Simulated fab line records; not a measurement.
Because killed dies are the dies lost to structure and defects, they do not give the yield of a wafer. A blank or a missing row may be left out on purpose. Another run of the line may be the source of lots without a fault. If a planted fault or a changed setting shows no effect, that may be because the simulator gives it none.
fab line records    flow sky130
record lots=11  wafers=33  last-day=50
route steps=708 shown CONTACT@433 METAL1@452 VIA1@459 PAD_OPEN@708
lots that met no fault: taken from a fault-free run of the same line
start-h: hours from the record's first day to the start of the lot's first wafer shown    wait-h: hours since the lot's step before    " the same as in the row above    L1.1+2: a single row standing in for several wafers    - value missing, or start not given    * or withheld: withheld    < > ~ a bound
route shown NAME@n: a module of which the file shows steps, and the number in the route of the first    usual: mean/standard deviation taken from wafers without a fault    same: alike in all rows    chamber/n: place in a boat    sites: per-site readings    _std_site: standard deviation of those values    _edge_site: inner sites' mean taken away from outer sites' mean    radius-mm: for every site, how far away it sits from the centre of the wafer    mask NAME#n: copy n    behind: the tool/chamber that last shaped the wafer    hold: what put the lot on hold/how long, in hours/how the hold closed    device: the n, p or np transistor that did not switch    end of line: at the end of the route, the tests of the same wafers    where a step has no rows: the recipe by itself    killed: at the first sort, the dies lost to defects and structure; wafer yield is something else    map: shows each die of a wafer: x if killed, . if not, _ if none is there
set.NAME: the setting as run; set.NAME@STEP: as run at that earlier step    model.NAME: the simulator's own value behind a step, which no gauge read
one table for each step of the route and one row for each wafer, over a sample of lots
services: a tool's chamber out of use, with start hour (start-h, from the record's first day; less than 0 if before it), hours out, and reason
## steps
# step SKY_CONTACT_CMP_27
# recipe stop-on=SiO2  t-overpolish-s=15  down-force-psi=3.5  platen-rpm=60  target-thk-nm=0  pad-velocity-m-s=0.94248
# usual motor-current-A=11.2/0.87  overpolish-run-s=14.999/0.0086  time-to-endpoint-s=83.7/2.9
lot.wafer  tool    chamber  start-h  wait-h  motor-current-A  overpolish-run-s  time-to-endpoint-s
L856.3     cmp-02  2        724.94   0.0     12.3             14.992            88.1
L856.2     "       3        "        "       12.1             15.002            87.2
L856.1     "       0        "        "       9.8              15.010            88.8
L858.1     cmp-01  2        755.32   0.1     10.4             15.005            83.1
L858.3     "       3        "        "       12.4             15.003            81.8
L858.4     "       0        "        "       10.2             14.997            81.3
L859.4     cmp-02  2        764.77   0.0     11.7             14.992            79.3
L859.1     "       0        "        "       9.8              14.994            78.7
L859.6     "       2        "        "       12.0             14.992            80.1
L860.3     cmp-02  1        768.63   0.1     11.1             15.004            79.6
L860.2     "       2        "        "       11.7             15.016            81.9
L860.5     "       0        "        "       9.7              14.992            78.2
L861.3     cmp-01  0        774.24   0.1     10.7             14.996            81.3
L861.4     "       1        "        "       12.7             14.984            82.5
L861.5     "       2        "        "       10.2             15.026            82.5
L869.3     cmp-01  3        839.19   0.1     12.0             14.997            85.2
L869.2     "       0        "        "       10.2             14.992            84.2
L869.1     "       1        "        "       12.2             14.992            83.9
L872.3     cmp-02  0        862.57   0.1     9.9              14.994            86.0
L872.1     "       1        "        "       11.5             15.010            85.2
L872.6     "       3        "        "       11.5             15.013            83.5
L873.3     cmp-02  1        871.50   0.1     10.6             14.997            83.3
L873.4     "       2        "        "       12.5             14.991            83.8
L873.1     "       0        "        "       10.0             15.000            82.9
L874.1     cmp-01  2        881.01   0.1     10.2             14.995            85.0
L874.2     "       3        "        "       11.2             15.001            85.9
L874.6     "       1        "        "       12.5             15.000            86.3
L876.1     cmp-01  0        891.47   0.1     10.4             14.998            83.2
L876.3     "       1        "        "       12.6             15.006            86.7
L876.6     "       1        "        "       12.2             14.996            85.2
L878.2     cmp-02  3        902.57   0.1     11.9             15.005            82.1
L878.6     "       2        "        "       12.5             15.008            81.8
L878.5     "       3        "        "       11.2             15.017            83.1
# step SKY_METAL1_ETCH_18
# recipe chemistry=N2/H2  target=BARC  ion-energy-ev=200  bias-w=100  pressure-mtorr=30  n2-flow-sccm=100  h2-flow-sccm=200  icp-w=500  stop-on=SiO2  time-s=45.9  target-depth-a=600
# usual drypump-motor-current-A=5.9/0.43  oes-product-au=0.854/0.005  rf-fwd-power-W=495.4/2.1  throttle-valve-pct=13.226/0.0088
lot.wafer  tool          chamber  start-h  wait-h  drypump-motor-current-A  oes-product-au  rf-fwd-power-W  rf-hours-counter-h  throttle-valve-pct
L856.1     rie-metal-01  0        753.12   0.0     6.3                      0.858           494.5           4                   13.236
L856.2     "             1        "        "       5.9                      0.853           495.4           10                  13.234
L856.3     "             0        "        "       6.3                      0.855           493.9           -                   13.219
L858.1     rie-metal-03  0        783.41   0.0     5.0                      0.858           497.4           7                   13.233
L858.3     "             0        "        "       5.0                      0.859           492.9           -                   13.219
L858.4     "             1        "        "       5.8                      0.852           496.7           -                   13.220
L859.1     rie-metal-01  1        792.67   0.0     5.9                      0.852           493.5           11                  13.218
L859.4     "             0        "        "       6.3                      0.855           498.2           -                   13.206
L859.6     "             0        "        "       6.3                      0.848           496.9           -                   13.233
L860.2     rie-metal-02  1        796.07   0.0     6.3                      0.854           497.2           13                  13.241
L860.3     "             1        "        "       6.3                      0.851           495.8           -                   13.218
L860.5     "             0        "        "       6.2                      0.856           496.2           -                   13.224
L861.3     rie-metal-01  0        801.86   0.0     6.3                      0.856           492.5           -                   13.214
L861.4     "             1        "        "       5.9                      0.855           497.4           -                   13.230
L861.5     "             0        "        "       6.3                      0.861           494.7           -                   13.223
L869.1     rie-metal-01  0        865.88   0.0     6.3                      0.857           495.9           8                   13.234
L869.2     "             1        "        "       5.9                      0.857           497.1           13                  13.222
L869.3     "             0        "        "       6.3                      0.843           494.0           -                   13.236
L872.1     rie-metal-02  0        889.29   0.1     6.2                      0.857           491.4           10                  13.227
L872.3     "             0        "        "       6.2                      0.856           492.7           -                   13.218
L872.6     "             0        "        "       6.2                      0.854           490.4           -                   13.219
L873.1     rie-metal-03  1        898.28   0.0     5.9                      0.847           495.2           16                  13.225
L873.3     "             1        "        "       5.9                      0.861           496.9           -                   13.228
L873.4     "             0        "        "       5.0                      0.858           496.6           -                   13.225
L874.1     rie-metal-01  1        906.57   0.0     5.9                      0.849           496.3           15                  13.218
L874.2     "             0        "        "       6.3                      0.851           497.4           10                  13.235
L874.6     "             1        "        "       5.9                      0.865           494.0           -                   13.239
L876.1     rie-metal-03  0        917.32   0.0     5.0                      0.859           497.2           12                  13.212
L876.3     "             0        "        "       5.0                      0.858           498.7           -                   13.225
L876.6     "             1        "        "       5.9                      0.851           494.7           -                   13.223
L878.2     rie-metal-02  0        926.67   0.0     6.2                      0.852           493.4           12                  13.223
L878.5     "             0        "        "       6.2                      0.855           492.2           -                   13.222
L878.6     "             1        "        "       6.3                      0.837           497.0           -                   13.234
# step SKY_METAL1_STRIP_20
# recipe chemistry=O2/N2  power-w=1400  pressure-mtorr=1500  platen-temp-c=withheld  o2-flow-sccm=3000  n2-flow-sccm=300  overash-fraction=0.5
# usual drypump-motor-current-A=5.29/0.2  oes-product-au=0.343/0.0051  overash-fraction=0.5/0  strip-time-to-endpoint-s=2.687/0.029
lot.wafer  tool             chamber  start-h  wait-h  drypump-motor-current-A  oes-product-au  overash-fraction  rf-hours-counter-h  strip-time-to-endpoint-s
L856.1     plasma-asher-04  0        753.27   0.1     5.43                     0.346           0.5               93                  2.673
L856.2     "                1        "        "       4.94                     0.346           0.5               93                  2.656
L856.3     "                1        "        "       4.92                     0.343           0.5               -                   2.676
L858.1     plasma-asher-04  0        783.56   0.1     5.47                     0.343           0.5               95                  2.720
L858.3     "                0        "        "       5.46                     0.343           0.5               -                   2.708
L858.4     "                1        "        "       4.94                     0.347           0.5               -                   2.694
L859.1     plasma-asher-03  1        792.82   0.1     5.57                     0.338           0.5               35                  2.619
L859.4     "                1        "        "       5.58                     0.340           0.5               -                   2.667
L859.6     "                1        "        "       5.57                     0.336           0.5               -                   2.648
L860.2     plasma-asher-04  1        796.22   0.1     4.95                     0.333           0.5               97                  2.652
L860.3     "                1        "        "       4.93                     0.335           0.5               -                   2.666
L860.5     "                0        "        "       5.46                     0.343           0.5               -                   2.691
L861.3     plasma-asher-02  1        802.02   0.1     5.36                     0.346           0.5               -                   2.654
L861.4     "                0        "        "       5.30                     0.340           0.5               -                   2.671
L861.5     "                0        "        "       5.29                     0.347           0.5               -                   2.649
L869.1     plasma-asher-04  1        866.03   0.1     4.95                     0.343           0.5               104                 2.690
L869.2     "                0        "        "       5.45                     0.335           0.3               104                 2.652
L869.3     "                0        "        "       5.45                     0.336           0.3               -                   2.682
L872.1     plasma-asher-04  0        889.60   0.1     5.44                     0.338           0.3               106                 2.742
L872.3     "                1        "        "       4.95                     0.337           0.5               -                   2.686
L872.6     "                1        "        "       4.94                     0.340           0.5               -                   2.712
L873.1     plasma-asher-02  0        898.43   0.1     5.31                     0.345           0.5               16                  2.724
L873.3     "                0        "        "       5.31                     0.341           0.5               -                   2.731
L873.4     "                1        "        "       5.36                     0.346           0.5               -                   2.734
L874.1     plasma-asher-02  0        906.72   0.1     5.32                     0.334           0.5               17                  2.638
L874.2     "                1        "        "       5.37                     0.349           0.5               17                  2.724
L874.6     "                1        "        "       5.37                     0.349           0.5               -                   2.691
L876.1     plasma-asher-02  1        917.47   0.1     5.37                     0.353           0.5               18                  2.750
L876.3     "                1        "        "       5.36                     0.345           0.5               -                   2.693
L876.6     "                1        "        "       5.37                     0.343           0.5               -                   2.726
L878.2     plasma-asher-02  1        926.82   0.1     5.38                     0.354           0.5               19                  2.719
L878.5     "                1        "        "       5.37                     0.336           0.5               -                   2.715
L878.6     "                0        "        "       5.32                     0.342           0.5               -                   2.701
# step SKY_VIA1_THK_MEAS_01
# recipe reads=SiO2_of_VIA1_HDPCVD_00
# usual VIA1_HDPCVD_THK=1033/11
lot.wafer  tool           chamber  start-h  wait-h  VIA1_HDPCVD_THK[nm]
L856.1     film-metro-01  -        754.06   0.1     1013
L856.2     "              -        "        "       1028
L856.3     "              -        "        "       1011
L858.1     film-metro-01  -        784.28   0.1     1033
L858.3     "              -        "        "       1041
L858.4     "              -        "        "       1034
L859.1     film-metro-03  -        793.86   0.1     1017
L859.4     "              -        "        "       1034
L859.6     "              -        "        "       1025
L860.2     film-metro-03  -        796.94   0.1     1030
L860.3     "              -        "        "       1030
L860.5     "              -        "        "       1031
L861.3     film-metro-03  -        802.71   0.1     1039
L861.4     "              -        "        "       1040
L861.5     "              -        "        "       1040
L869.1     film-metro-04  -        866.74   0.1     1015
L869.2     "              -        "        "       1033
L869.3     "              -        "        "       1020
L872.1     film-metro-03  -        890.36   0.1     1033
L872.3     "              -        "        "       1029
L872.6     "              -        "        "       1032
L873.1     film-metro-03  -        899.13   0.1     1020
L873.3     "              -        "        "       1037
L873.4     "              -        "        "       1039
L874.1     film-metro-04  -        907.42   0.1     1039
L874.2     "              -        "        "       1036
L874.6     "              -        "        "       1050
L876.1     film-metro-01  -        918.21   0.1     1021
L876.3     "              -        "        "       1032
L876.6     "              -        "        "       1028
L878.2     film-metro-04  -        927.54   0.1     1026
L878.5     "              -        "        "       1042
L878.6     "              -        "        "       1034
# step SKY_PAD_OPEN_PROBE_99
# usual defect-limited-yield=82.7/2.1  killed_at_M0_to_M3=43/7.2  killed_at_M4_up=3.0/1.7  killed-at-contacts=24/5.3  killed-at-front-end=15/4.6  killed-at-other=0.3/0.5  killed-dies=85/10  killed-open=46/7.2  killed-short=39/6.4  sort_bin_3_pad_short=0.9/0.42  sort_bin_5_function=10.2/1.6  sort_bin_6_memory=6.2/1  sort-n-pass=407/10  sort-yield-pct=82.7/2.1
# same gross-dies=492  killed-at-back-side=0  sort_bin_4_leakage[%]=0  sort_bin_8_speed[%]=0
lot.wafer  tool       chamber  start-h  wait-h  defect-limited-yield[%]  killed_at_M0_to_M3  killed_at_M4_up  killed-at-contacts  killed-at-front-end  killed-at-other  killed-dies  killed-open  killed-short  sort_bin_3_pad_short[%]  sort_bin_5_function[%]  sort_bin_6_memory[%]  sort-n-pass  sort-yield-pct[%]
L856.1     prober-02  -        1068.00  0.1     81.1                     42                  1                28                  21                   1                93           56           37            1.0                      12.6                    5.3                   399          81.1
L856.2     prober-02  -        1068.05  0.1     83.5                     49                  2                18                  12                   0                81           40           41            0.6                      10.8                    5.1                   411          83.5
L856.3     prober-02  -        1068.10  0.2     78.5                     46                  5                34                  21                   0                106          48           58            1.8                      13.2                    6.5                   386          78.5
L860.2     prober-02  -        1104.63  0.1     82.9                     31                  6                28                  19                   0                84           46           38            0.4                      10.2                    6.5                   408          82.9
L860.3     prober-02  -        1104.68  0.2     79.9                     49                  6                28                  16                   0                99           53           46            0.8                      14.8                    4.5                   393          79.9
L860.5     prober-02  -        1104.78  0.2     84.8                     34                  3                21                  17                   0                75           38           37            0.8                      8.1                     6.3                   417          84.8
L861.3     prober-01  -        1106.19  0.2     83.3                     38                  2                20                  22                   0                82           40           42            1.6                      8.3                     6.7                   410          83.3
L861.4     prober-01  -        1106.24  0.2     82.3                     43                  1                24                  19                   0                87           37           50            1.4                      9.6                     6.7                   405          82.3
L861.5     prober-01  -        1106.29  0.2     82.3                     43                  2                22                  20                   0                87           51           36            0.2                      11.2                    6.3                   405          82.3
L869.1     prober-01  -        1153.74  0.1     84.6                     31                  3                22                  20                   0                76           44           32            1.8                      7.9                     5.7                   416          84.6
L869.2     prober-01  -        1153.79  0.1     82.3                     40                  4                25                  18                   0                87           52           35            0.8                      11.6                    5.3                   405          82.3
L869.3     prober-01  -        1153.84  0.2     80.7                     42                  4                33                  16                   0                95           52           43            1.2                      12.0                    6.1                   397          80.7
# killed by level:class
L856.1 CONTACT:geometric-particle:open=15 VIA1:geometric-particle:open=10 VIA1:geometric-particle:short=7 VIA2:geometric-particle:short=7 FIELD_ISO:geometric-particle:open=6 VIA2:geometric-particle:open=6 VIA3:geometric-particle:open=6 CONTACT:geometric-particle:short=5
L856.2 VIA1:geometric-particle:open=8 VIA2:geometric-particle:short=8 VIA3:geometric-particle:open=8 CONTACT:geometric-particle:open=6 VIA1:geometric-particle:short=6 VIA2:geometric-particle:open=6 CONTACT:geometric-particle:short=4 METAL1:geometric-particle:short=4
L856.3 METAL1:geometric-particle:short=12 LI_CONTACT:geometric-particle:open=9 CONTACT:geometric-particle:open=9 VIA1:geometric-particle:open=8 POLY_GATE:geometric-particle:short=7 CONTACT:geometric-particle:short=7 LOCAL_INTERCONNECT:geometric-particle:short=6 VIA3:geometric-particle:open=6
L860.2 CONTACT:geometric-particle:open=13 VIA2:geometric-particle:open=6 FIELD_ISO:geometric-particle:open=5 POLY_GATE:geometric-particle:open=5 LOCAL_INTERCONNECT:geometric-particle:short=5 VIA1:geometric-particle:short=5 LI_CONTACT:geometric-particle:short=4 LI_CONTACT:geometric-particle:open=4
L860.3 CONTACT:geometric-particle:open=11 LI_CONTACT:geometric-particle:open=8 VIA2:geometric-particle:open=8 VIA3:geometric-particle:open=8 CONTACT:geometric-particle:short=7 METAL2:geometric-particle:short=7 POLY_GATE:geometric-particle:short=6 VIA1:geometric-particle:open=6
L860.5 CONTACT:geometric-particle:open=7 CONTACT:geometric-particle:short=6 VIA1:geometric-particle:open=6 POLY_GATE:geometric-particle:short=5 VIA2:geometric-particle:open=5 VIA3:geometric-particle:open=5 METAL1:geometric-particle:short=4 FIELD_ISO:geometric-particle:short=3
L861.3 METAL2:geometric-particle:short=8 FIELD_ISO:geometric-particle:short=7 VIA1:geometric-particle:open=7 CONTACT:geometric-particle:open=6 VIA2:geometric-particle:open=6 POLY_GATE:geometric-particle:open=5 POLY_GATE:geometric-particle:short=4 LI_CONTACT:geometric-particle:open=4
L861.4 VIA3:geometric-particle:open=10 FIELD_ISO:geometric-particle:short=7 VIA1:geometric-particle:short=7 CONTACT:geometric-particle:short=6 LOCAL_INTERCONNECT:geometric-particle:short=6 LI_CONTACT:geometric-particle:open=5 CONTACT:geometric-particle:open=5 METAL1:geometric-particle:short=5
L861.5 VIA1:geometric-particle:open=13 CONTACT:geometric-particle:open=10 FIELD_ISO:geometric-particle:short=7 VIA3:geometric-particle:open=6 LI_CONTACT:geometric-particle:open=6 VIA1:geometric-particle:short=6 VIA2:geometric-particle:open=5 POLY_GATE:geometric-particle:short=4
L869.1 CONTACT:geometric-particle:open=7 VIA2:geometric-particle:open=7 POLY_GATE:geometric-particle:open=6 FIELD_ISO:geometric-particle:short=5 LI_CONTACT:geometric-particle:open=5 POLY_GATE:geometric-particle:short=4 VIA1:geometric-particle:open=4 VIA3:geometric-particle:open=4
L869.2 CONTACT:geometric-particle:open=12 VIA1:geometric-particle:open=9 VIA2:geometric-particle:open=9 FIELD_ISO:geometric-particle:open=7 VIA3:geometric-particle:open=7 FIELD_ISO:geometric-particle:short=6 METAL3:geometric-particle:short=5 LI_CONTACT:geometric-particle:open=4
L869.3 LI_CONTACT:geometric-particle:open=10 VIA1:geometric-particle:open=9 CONTACT:geometric-particle:open=8 VIA2:geometric-particle:open=8 POLY_GATE:geometric-particle:short=6 LI_CONTACT:geometric-particle:short=6 CONTACT:geometric-particle:short=5 VIA1:geometric-particle:short=5
## services
tool             chamber  start-h  hours  kind
plasma-asher-02  -        707.89   0.5    repair
rie-metal-01     -        709.29   15.6   pm
cmp-01           -        711.67   1.1    repair
plasma-asher-02  -        733.75   9.0    pm
rie-metal-02     0        734.75   14.6   repair
plasma-asher-04  -        738.87   0.8    repair
cmp-02           -        744.11   4.0    pm
cmp-02           -        748.11   -      consumable-replace:conditioner
cmp-02           -        748.11   -      consumable-replace:pad
cmp-02           -        752.00   2.2    repair
plasma-asher-04  -        757.03   9.0    repair
cmp-01           -        765.61   1.4    repair
cmp-02           -        776.94   2.9    repair
plasma-asher-03  -        783.51   2.8    pm
plasma-asher-02  -        831.01   2.8    pm
cmp-01           -        851.03   0.9    repair
cmp-01           -        857.49   1.8    repair
cmp-01           -        862.21   9.2    pm
rie-metal-02     1        882.65   29.8   repair
rie-metal-03     -        886.73   1.2    repair
rie-metal-01     0        890.74   2.3    repair
cmp-02           -        907.78   4.9    pm
cmp-01           -        915.72   4.0    pm
cmp-01           -        922.85   0.3    repair
## key
first-sign step=SKY_METAL1_STRIP_20  reading=overash-fraction  direction=down  sigmas=99+  usual=0.5  struck=0.3
effect none on later readings
met-at SKY_METAL1_STRIP_20
struck-lots L869,L872
struck-wafers L869.2,L869.3,L872.1
not-acting-at SKY_CONTACT_CMP_27,SKY_METAL1_ETCH_18,SKY_VIA1_THK_MEAS_01
onset-between 796.22 866.03
fault kind=process-parameter-drift  tool=plasma-asher-04  chamber=0  onset-h=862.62  steps=SKY_METAL1_STRIP_20  channel=overash-fraction  offset=-0.2  shape=step  end-h=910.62  acts-in=these-recipes-only  stated=0.5
